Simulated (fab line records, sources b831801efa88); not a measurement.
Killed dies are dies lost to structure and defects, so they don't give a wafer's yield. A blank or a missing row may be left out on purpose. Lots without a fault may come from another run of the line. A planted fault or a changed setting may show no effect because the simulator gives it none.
Problem report in the 8D (eight disciplines) form, filled by code | flow sky130 | the parts of the form that need people (team, actions taken, sign-off) are left out

1. THE PROBLEM
developer_temp_C at SKY_VT_ADJUST_HVTP_DEVELOP_06 reads a mean of 25.29 C on 6 wafers of 2 lots; wafers without a fault read 23.02 C with a standard deviation of 0.093. That is +24 standard deviations from the usual mean.
The step: develop time 60 s.
First seen on wafer L675.2, day 10 05:55, on litho_track-04. The record holds 18 wafers of 6 lots with a number at this step. Rule for "out", or "out of limits": more than 4 standard deviations from the usual mean. The other wafers with a number count as sound.

2. WHAT IT IS AND WHAT IT IS NOT
question                    | is                     | is not
which readings at this step | developer_temp_C       | chill_plate_temp_C
which lots                  | L675, L677             | L662, L664, L679, L681
which wafers of those lots  | all that have a number | -
read on which tools         | litho_track-04         | litho_track-02, litho_track-03
when                        | from day 10 05:55      | up to then (6 sound wafers); but 6 sound wafers of L679, L681 came after

3. SUSPECTS, AND WHAT RULES EACH OUT
Counting: a tool at a process step up to the reading stays a suspect if it ran every lot that is out and no sound lot after the first of them.
- litho_track-04 at SKY_VT_ADJUST_HVTP_DEVELOP_06 (develop time 60 s): kept. It ran every lot that is out, first L675 (day 10 05:55), and no sound lot after that; its last sound lot up to then is L664 (day 7 13:07). Its own readings are out on those wafers: developer_temp_C.
Left after counting: litho_track-04 at SKY_VT_ADJUST_HVTP_DEVELOP_06.

4. THE CAUSE (what the simulator had put in)
Process parameter drift: litho_track-04, from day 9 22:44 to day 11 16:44, at SKY_VT_ADJUST_HVTP_DEVELOP_06. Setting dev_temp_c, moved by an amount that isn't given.
Counting left only this tool.

5. THE CHAIN OF EFFECTS, in route order
Each row: a reading whose mean over the struck wafers that have a number lies more than 3 standard deviations from the usual. Only readings for which the record gives a usual standard deviation are gone through. hours: the time from each lot's start at the first step in this table that gives one to its start at this step, as a median over the lots. sigmas: the change in usual standard deviations.
hours | step                          | reading          | usual   | on struck wafers | change | sigmas
0     | SKY_VT_ADJUST_HVTP_DEVELOP_06 | developer_temp_C | 23.02 C | 25.29            | +2.27  | +24
The process steps in it:
- SKY_VT_ADJUST_HVTP_DEVELOP_06: develop time 60 s.
Later measuring or inspecting steps at which every struck wafer that the step has a row for has a number for every such reading, and none has moved that far: SKY_VT_ADJUST_HVTP_CD_MEAS_07.

6. WHAT WOULD HAVE CAUGHT IT SOONER
In this record the first reading out of limits was taken at day 10 05:55, 7 hours after the fault began at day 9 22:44.
